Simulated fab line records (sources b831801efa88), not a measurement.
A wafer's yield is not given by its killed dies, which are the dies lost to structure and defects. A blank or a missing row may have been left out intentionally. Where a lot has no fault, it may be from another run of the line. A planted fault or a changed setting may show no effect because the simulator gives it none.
Shared-tool check + flow gf180mcu + 14 lots, 42 wafers sampled

== THE REASON FOR OPENING IT ==
Of 14 lots, 2 have the reading VT_IMPLANT_4_TW flagged at GF_VT_IMPLANT_TW_MEAS_43. Fault-free wafers read 688, with a standard deviation of 4.8.
Rule: a lot gets a flag if all its wafers with a number sit over 4 standard deviations from that mean, or if no wafer of it has a number. All remaining lots are regarded as sound.

| lot  | measured     | on            | VT_IMPLANT_4_TW, wafer by wafer | flag    |
|------|--------------|---------------|---------------------------------|---------|
| L986 | day 8 17:26  | film metro-03 | 694 690 693                     |         |
| L987 | day 8 22:42  | film metro-01 | 687 684 682                     |         |
| L988 | day 9 06:52  | film metro-04 | 688 684 686                     |         |
| L989 | day 9 13:36  | film metro-01 | 686 689 688                     |         |
| L990 | day 9 19:03  | film metro-04 | 687 687 685                     |         |
| L991 | day 10 03:28 | film metro-04 | 688 686 688                     |         |
| L992 | day 10 10:25 | film metro-01 | 686 687 688                     |         |
| L993 | day 10 18:04 | film metro-03 | 694 693 693                     |         |
| L994 | day 11 01:23 | film metro-03 | 689 698 694                     |         |
| L995 | day 11 09:47 | film metro-04 | 692 689 692                     |         |
| L999 | day 12 14:31 | film metro-04 | 718 715 715                     | FLAGGED |
| L101 | day 12 22:48 | film metro-03 | 695 695 694                     |         |
| L102 | day 13 11:44 | film metro-03 | 721 723 723                     | FLAGGED |
| L108 | day 14 21:55 | film metro-03 | 694 691 695                     |         |
On average the flagged lots' numbers are 719, which is +31 against the usual, or +6 standard deviations.

== EACH LOT AND THE TOOL IT RAN ON ==
The record holds 1 process step before the reading, out of a route of 602 steps. Read each cell as the tool, then ch plus the chambers that the sampled wafers visited, then the start.
| lot  | flag    | GF_VT_IMPLANT_IMPLANT_41        |
|------|---------|---------------------------------|
| L986 |         | implanter-04 ch 0, day 8 17:13  |
| L987 |         | implanter-04 ch 0, day 8 22:27  |
| L988 |         | implanter-04 ch 0, day 9 06:37  |
| L989 |         | implanter-03 ch 0, day 9 13:21  |
| L990 |         | implanter-03 ch 0, day 9 18:48  |
| L991 |         | implanter-03 ch 0, day 10 03:13 |
| L992 |         | implanter-01 ch 0, day 10 10:10 |
| L993 |         | implanter-03 ch 0, day 10 17:49 |
| L994 |         | implanter-04 ch 0, day 11 01:08 |
| L995 |         | implanter-03 ch 0, day 11 09:33 |
| L999 | FLAGGED | implanter-03 ch 0, day 12 14:16 |
| L101 |         | implanter-04 ch 0, day 12 22:35 |
| L102 | FLAGGED | implanter-03 ch 0, day 13 11:29 |
| L108 |         | implanter-04 ch 0, day 14 21:40 |
What these steps do:
- GF_VT_IMPLANT_IMPLANT_41
- GF_VT_IMPLANT_TW_MEAS_43

== FLAGGED AGAINST TOTAL, ONE TOOL AT A TIME (gauges that did the reading follow at the end) ==
| step                     | tool          | lots run | flagged | share of the flagged lots | sound lots run after its first flagged lot |
|--------------------------|---------------|----------|---------|---------------------------|--------------------------------------------|
| GF_VT_IMPLANT_IMPLANT_41 | implanter-01  | 1        | 0       | none                      | -                                          |
| GF_VT_IMPLANT_IMPLANT_41 | implanter-03  | 7        | 2       | all                       | 0                                          |
| GF_VT_IMPLANT_IMPLANT_41 | implanter-04  | 6        | 0       | none                      | -                                          |
| GF_VT_IMPLANT_TW_MEAS_43 | film metro-01 | 3        | 0       | none                      | -                                          |
| GF_VT_IMPLANT_TW_MEAS_43 | film metro-03 | 6        | 1       | some                      | 1 (L108)                                   |
| GF_VT_IMPLANT_TW_MEAS_43 | film metro-04 | 5        | 1       | some                      | 0                                          |

== WHAT IS ALLOWED BY THE TABLE ==
All flagged lots share 1 row of the table, namely implanter-03 at GF_VT_IMPLANT_IMPLANT_41.
- implanter-03 at GF_VT_IMPLANT_IMPLANT_41: 2 of its 7 lots flagged. A fault beginning between L995 (day 11 09:33), its last sound lot, and L999 (day 12 14:16), its first flagged one, fits the data. Its own readings lie more than 4 standard deviations out on every wafer of the flagged lots: beam on s.
What remains is a single tool, implanter-03 at GF_VT_IMPLANT_IMPLANT_41.

== WHAT THE SIMULATOR HAD INSERTED ==
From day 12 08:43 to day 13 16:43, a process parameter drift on implanter-03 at GF_VT_IMPLANT_IMPLANT_41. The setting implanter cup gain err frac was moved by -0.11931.
Shown lots that were struck: L999, L102. Same finding as the rule above.
